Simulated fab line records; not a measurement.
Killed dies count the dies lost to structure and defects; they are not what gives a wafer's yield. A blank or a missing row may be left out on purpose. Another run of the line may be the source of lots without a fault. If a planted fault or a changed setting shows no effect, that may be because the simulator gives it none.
Which tool is to blame? || flow gf180mcu || 39 wafers from 13 lots sampled at 6 of the route's 602 steps

WHAT THE GAUGES SHOWED, per wafer
GF_DNWELL_TW_MEAS_09. Usual: DNWELL_TW gives 1353 (standard deviation 7.9).
{"lot": "L973", "measured": "day 2 22:25", "on": "film-metro-02", "DNWELL_TW": "1352 1355 1359", "flag": ""}
{"lot": "L975", "measured": "day 3 04:23", "on": "film-metro-02", "DNWELL_TW": "1356 1351 1357", "flag": ""}
{"lot": "L978", "measured": "day 4 00:41", "on": "film-metro-03", "DNWELL_TW": "1365 1365 1361", "flag": ""}
{"lot": "L980", "measured": "day 4 11:11", "on": "film-metro-03", "DNWELL_TW": "1364 1358 1352", "flag": ""}
{"lot": "L981", "measured": "day 4 14:19", "on": "film-metro-02", "DNWELL_TW": "1343 1345 1347", "flag": ""}
{"lot": "L982", "measured": "day 4 19:22", "on": "film-metro-02", "DNWELL_TW": "1349 1349 1346", "flag": ""}
{"lot": "L983", "measured": "day 4 23:58", "on": "film-metro-02", "DNWELL_TW": "1344 1353 1351", "flag": ""}
{"lot": "L984", "measured": "day 5 05:43", "on": "film-metro-03", "DNWELL_TW": "1347 1346 1349", "flag": ""}
{"lot": "L985", "measured": "day 5 10:28", "on": "film-metro-01", "DNWELL_TW": "1344 1340 1338", "flag": ""}
{"lot": "L986", "measured": "day 5 14:45", "on": "film-metro-03", "DNWELL_TW": "1355 1352 1361", "flag": ""}
{"lot": "L987", "measured": "day 5 21:07", "on": "film-metro-02", "DNWELL_TW": "1347 1352 1339", "flag": ""}
{"lot": "L988", "measured": "day 6 03:01", "on": "film-metro-01", "DNWELL_TW": "1356 1357 1365", "flag": ""}
{"lot": "L996", "measured": "day 8 01:58", "on": "film-metro-03", "DNWELL_TW": "1366 1361 1362", "flag": ""}

GF_NWELL_TW_MEAS_11. Usual: NWELL_TW gives 1579 (standard deviation 12).
{"lot": "L973", "measured": "day 3 11:04", "on": "film-metro-01", "NWELL_TW": "1562 1565 1565", "flag": ""}
{"lot": "L975", "measured": "day 3 16:59", "on": "film-metro-01", "NWELL_TW": "1563 1557 1559", "flag": ""}
{"lot": "L978", "measured": "day 4 14:17", "on": "film-metro-01", "NWELL_TW": "1577 1582 1577", "flag": ""}
{"lot": "L980", "measured": "day 5 01:19", "on": "film-metro-02", "NWELL_TW": "1579 1577 1576", "flag": ""}
{"lot": "L981", "measured": "day 5 05:03", "on": "film-metro-01", "NWELL_TW": "1565 1564 1563", "flag": ""}
{"lot": "L982", "measured": "day 5 09:37", "on": "film-metro-04", "NWELL_TW": "1602 1597 1603", "flag": ""}
{"lot": "L983", "measured": "day 5 14:17", "on": "film-metro-01", "NWELL_TW": "1574 1568 1571", "flag": ""}
{"lot": "L984", "measured": "day 5 20:40", "on": "film-metro-02", "NWELL_TW": "1646 1647 1634", "flag": "OFF"}
{"lot": "L985", "measured": "day 6 02:02", "on": "film-metro-04", "NWELL_TW": "1583 1582 1577", "flag": ""}
{"lot": "L986", "measured": "day 6 05:41", "on": "film-metro-01", "NWELL_TW": "1579 1574 1569", "flag": ""}
{"lot": "L987", "measured": "day 6 12:11", "on": "film-metro-01", "NWELL_TW": "1643 1639 1640", "flag": "OFF"}
{"lot": "L988", "measured": "day 6 18:29", "on": "film-metro-02", "NWELL_TW": "1665 1657 1661", "flag": "OFF"}
{"lot": "L996", "measured": "day 8 18:48", "on": "film-metro-04", "NWELL_TW": "1598 1599 1589", "flag": ""}

GF_MVPSD_OVL_MEAS_07. Usual: MVPSD_OVL gives -0.8 nm (standard deviation 1.3).
{"lot": "L973", "measured": "day 5 03:28", "on": "overlay-02", "MVPSD_OVL (nm)": "-1.5 -2.3 -1.4", "flag": ""}
{"lot": "L975", "measured": "day 5 08:23", "on": "overlay-01", "MVPSD_OVL (nm)": "0.2 1.0 -0.2", "flag": ""}
{"lot": "L978", "measured": "day 6 09:48", "on": "overlay-01", "MVPSD_OVL (nm)": "0.2 -0.5 -0.1", "flag": ""}
{"lot": "L980", "measured": "day 6 21:19", "on": "overlay-01", "MVPSD_OVL (nm)": "-1.4 -1.7 -1.3", "flag": ""}
{"lot": "L981", "measured": "day 7 00:46", "on": "overlay-01", "MVPSD_OVL (nm)": "0.3 -1.0 -1.1", "flag": ""}
{"lot": "L982", "measured": "day 7 05:23", "on": "overlay-02", "MVPSD_OVL (nm)": "0.0 0.6 1.1", "flag": ""}
{"lot": "L983", "measured": "day 7 11:41", "on": "overlay-02", "MVPSD_OVL (nm)": "-0.6 -0.4 -0.3", "flag": ""}
{"lot": "L984", "measured": "day 7 17:22", "on": "overlay-01", "MVPSD_OVL (nm)": "1.5 -0.3 1.5", "flag": ""}
{"lot": "L985", "measured": "day 7 22:49", "on": "overlay-01", "MVPSD_OVL (nm)": "-0.2 -0.1 -2.3", "flag": ""}
{"lot": "L986", "measured": "day 8 04:43", "on": "overlay-01", "MVPSD_OVL (nm)": "-1.6 -2.1 -2.5", "flag": ""}
{"lot": "L987", "measured": "day 8 10:38", "on": "overlay-01", "MVPSD_OVL (nm)": "-0.2 0.0 -0.7", "flag": ""}
{"lot": "L988", "measured": "day 8 15:49", "on": "overlay-01", "MVPSD_OVL (nm)": "0.4 0.3 1.2", "flag": ""}
{"lot": "L996", "measured": "day 10 23:34", "on": "overlay-01", "MVPSD_OVL (nm)": "-0.7 -1.5 -2.6", "flag": ""}

GF_MVPSD_TW_MEAS_11. Usual: MVPSD_TW gives 555 (standard deviation 3.8).
{"lot": "L973", "measured": "day 5 03:54", "on": "film-metro-01", "MVPSD_TW": "552 555 551", "flag": ""}
{"lot": "L975", "measured": "day 5 08:49", "on": "film-metro-04", "MVPSD_TW": "563 562 562", "flag": ""}
{"lot": "L978", "measured": "day 6 10:14", "on": "film-metro-01", "MVPSD_TW": "552 550 552", "flag": ""}
{"lot": "L980", "measured": "day 6 21:46", "on": "film-metro-01", "MVPSD_TW": "553 555 555", "flag": ""}
{"lot": "L981", "measured": "day 7 01:13", "on": "film-metro-01", "MVPSD_TW": "551 549 553", "flag": ""}
{"lot": "L982", "measured": "day 7 05:50", "on": "film-metro-02", "MVPSD_TW": "556 555 555", "flag": ""}
{"lot": "L983", "measured": "day 7 12:08", "on": "film-metro-02", "MVPSD_TW": "553 552 553", "flag": ""}
{"lot": "L984", "measured": "day 7 17:49", "on": "film-metro-04", "MVPSD_TW": "559 559 557", "flag": ""}
{"lot": "L985", "measured": "day 7 23:16", "on": "film-metro-04", "MVPSD_TW": "558 561 561", "flag": ""}
{"lot": "L986", "measured": "day 8 05:10", "on": "film-metro-02", "MVPSD_TW": "553 554 553", "flag": ""}
{"lot": "L987", "measured": "day 8 11:05", "on": "film-metro-01", "MVPSD_TW": "556 551 550", "flag": ""}
{"lot": "L988", "measured": "day 8 16:19", "on": "film-metro-01", "MVPSD_TW": "550 553 550", "flag": ""}
{"lot": "L996", "measured": "day 11 00:00", "on": "film-metro-01", "MVPSD_TW": "551 551 553", "flag": ""}

GF_VT_IMPLANT_RS_MEAS_47: the measuring method here is four-point-probe. Usual: NWELL_RS gives 487.5 ohm/sq (standard deviation 1.3).
{"lot": "L973", "measured": "day 7 15:20", "on": "film-metro-02", "NWELL_RS (ohm/sq)": "488.5 489.2 489.1", "flag": ""}
{"lot": "L975", "measured": "day 7 21:18", "on": "film-metro-04", "NWELL_RS (ohm/sq)": "486.8 486.4 486.3", "flag": ""}
{"lot": "L978", "measured": "day 9 01:04", "on": "film-metro-01", "NWELL_RS (ohm/sq)": "487.7 486.5 486.4", "flag": ""}
{"lot": "L980", "measured": "day 9 15:30", "on": "film-metro-01", "NWELL_RS (ohm/sq)": "484.1 486.2 485.5", "flag": ""}
{"lot": "L981", "measured": "day 9 17:46", "on": "film-metro-01", "NWELL_RS (ohm/sq)": "489.7 487.5 488.5", "flag": ""}
{"lot": "L982", "measured": "day 10 00:41", "on": "film-metro-01", "NWELL_RS (ohm/sq)": "485.4 484.9 484.7", "flag": ""}
{"lot": "L983", "measured": "day 10 07:59", "on": "film-metro-01", "NWELL_RS (ohm/sq)": "488.0 486.7 486.9", "flag": ""}
{"lot": "L984", "measured": "day 10 13:17", "on": "film-metro-01", "NWELL_RS (ohm/sq)": "429.8 428.9 430.4", "flag": "OFF"}
{"lot": "L985", "measured": "day 10 19:01", "on": "film-metro-02", "NWELL_RS (ohm/sq)": "490.4 489.8 491.5", "flag": ""}
{"lot": "L986", "measured": "day 11 03:10", "on": "film-metro-02", "NWELL_RS (ohm/sq)": "488.0 487.9 488.5", "flag": ""}
{"lot": "L987", "measured": "day 11 09:55", "on": "film-metro-04", "NWELL_RS (ohm/sq)": "430.4 430.2 429.2", "flag": "OFF"}
{"lot": "L988", "measured": "day 11 14:54", "on": "film-metro-04", "NWELL_RS (ohm/sq)": "429.3 429.1 429.0", "flag": "OFF"}
{"lot": "L996", "measured": "day 14 06:15", "on": "film-metro-02", "NWELL_RS (ohm/sq)": "488.4 487.8 489.0", "flag": ""}

WHAT TOOL EACH LOT RAN ON (gives the tool, then ch and the chambers of the sampled wafers, and finally the start)
{"lot": "L973", "GF_NWELL_IMPLANT_09": "implanter-02 ch 0, day 3 10:49"}
{"lot": "L975", "GF_NWELL_IMPLANT_09": "implanter-02 ch 0, day 3 16:46"}
{"lot": "L978", "GF_NWELL_IMPLANT_09": "implanter-04 ch 0, day 4 14:02"}
{"lot": "L980", "GF_NWELL_IMPLANT_09": "implanter-02 ch 0, day 5 01:06"}
{"lot": "L981", "GF_NWELL_IMPLANT_09": "implanter-02 ch 0, day 5 04:50"}
{"lot": "L982", "GF_NWELL_IMPLANT_09": "implanter-02 ch 0, day 5 09:22"}
{"lot": "L983", "GF_NWELL_IMPLANT_09": "implanter-02 ch 0, day 5 14:02"}
{"lot": "L984", "GF_NWELL_IMPLANT_09": "implanter-04 ch 0, day 5 20:06"}
{"lot": "L985", "GF_NWELL_IMPLANT_09": "implanter-04 ch 0, day 6 01:48"}
{"lot": "L986", "GF_NWELL_IMPLANT_09": "implanter-04 ch 0, day 6 05:26"}
{"lot": "L987", "GF_NWELL_IMPLANT_09": "implanter-02 ch 0, day 6 11:34"}
{"lot": "L988", "GF_NWELL_IMPLANT_09": "implanter-01 ch 0, day 6 17:56"}
{"lot": "L996", "GF_NWELL_IMPLANT_09": "implanter-01 ch 0, day 8 18:33"}
- GF_NWELL_IMPLANT_09

AS READ BY THE TOOLS THEMSELVES (means over the sampled wafers that have a number; for cases with no such wafer, the mark the record gives instead)
GF_NWELL_IMPLANT_09. Usual: beam-on-s 10.00 s, standard deviation 0.22; dose-ions-cm2 3.999e+12, standard deviation 4.1e+09.
{"lot": "L973", "tool": "implanter-02", "beam-on-s (s)": 10.13, "dose-ions-cm2": 4.002e+12, "flag": ""}
{"lot": "L975", "tool": "implanter-02", "beam-on-s (s)": 10.20, "dose-ions-cm2": 4.001e+12, "flag": ""}
{"lot": "L978", "tool": "implanter-04", "beam-on-s (s)": 10.06, "dose-ions-cm2": 4.000e+12, "flag": ""}
{"lot": "L980", "tool": "implanter-02", "beam-on-s (s)": 9.92, "dose-ions-cm2": 3.999e+12, "flag": ""}
{"lot": "L981", "tool": "implanter-02", "beam-on-s (s)": 9.99, "dose-ions-cm2": 3.998e+12, "flag": ""}
{"lot": "L982", "tool": "implanter-02", "beam-on-s (s)": 9.86, "dose-ions-cm2": 3.997e+12, "flag": ""}
{"lot": "L983", "tool": "implanter-02", "beam-on-s (s)": 9.79, "dose-ions-cm2": 3.999e+12, "flag": ""}
{"lot": "L984", "tool": "implanter-04", "beam-on-s (s)": 10.00, "dose-ions-cm2": 3.999e+12, "flag": ""}
{"lot": "L985", "tool": "implanter-04", "beam-on-s (s)": 9.84, "dose-ions-cm2": 3.994e+12, "flag": ""}
{"lot": "L986", "tool": "implanter-04", "beam-on-s (s)": 10.00, "dose-ions-cm2": 3.996e+12, "flag": ""}
{"lot": "L987", "tool": "implanter-02", "beam-on-s (s)": 10.09, "dose-ions-cm2": 3.999e+12, "flag": ""}
{"lot": "L988", "tool": "implanter-01", "beam-on-s (s)": 10.09, "dose-ions-cm2": 4.003e+12, "flag": ""}
{"lot": "L996", "tool": "implanter-01", "beam-on-s (s)": 9.75, "dose-ions-cm2": 3.995e+12, "flag": ""}

THE ANSWER, worked out from the rows above alone
Rule: take the mean of a lot's wafers that have a number; if it is more than 3 standard deviations from the usual mean, the lot is off. Also off: a lot with no number at a reading for which 4 or more lots have one. Any other lot the step has rows for is counted as sound. First the gauges in route order, then the tools' own readings, where a lot's mean is used as printed above. At the first step where some lot is off, the reading lying furthest off is the one used; lots without a number count as furthest.
Off: L984, L987, L988, seen at GF_NWELL_TW_MEAS_11 (NWELL_TW).
A tool fits if, at a process step before that reading, it ran every lot that is off, and no sound lot after the first of them. The gauges at GF_NWELL_TW_MEAS_11 are tried like those tools. Of those tried, none fits.

WHAT WAS PUT IN BY THE SIMULATOR
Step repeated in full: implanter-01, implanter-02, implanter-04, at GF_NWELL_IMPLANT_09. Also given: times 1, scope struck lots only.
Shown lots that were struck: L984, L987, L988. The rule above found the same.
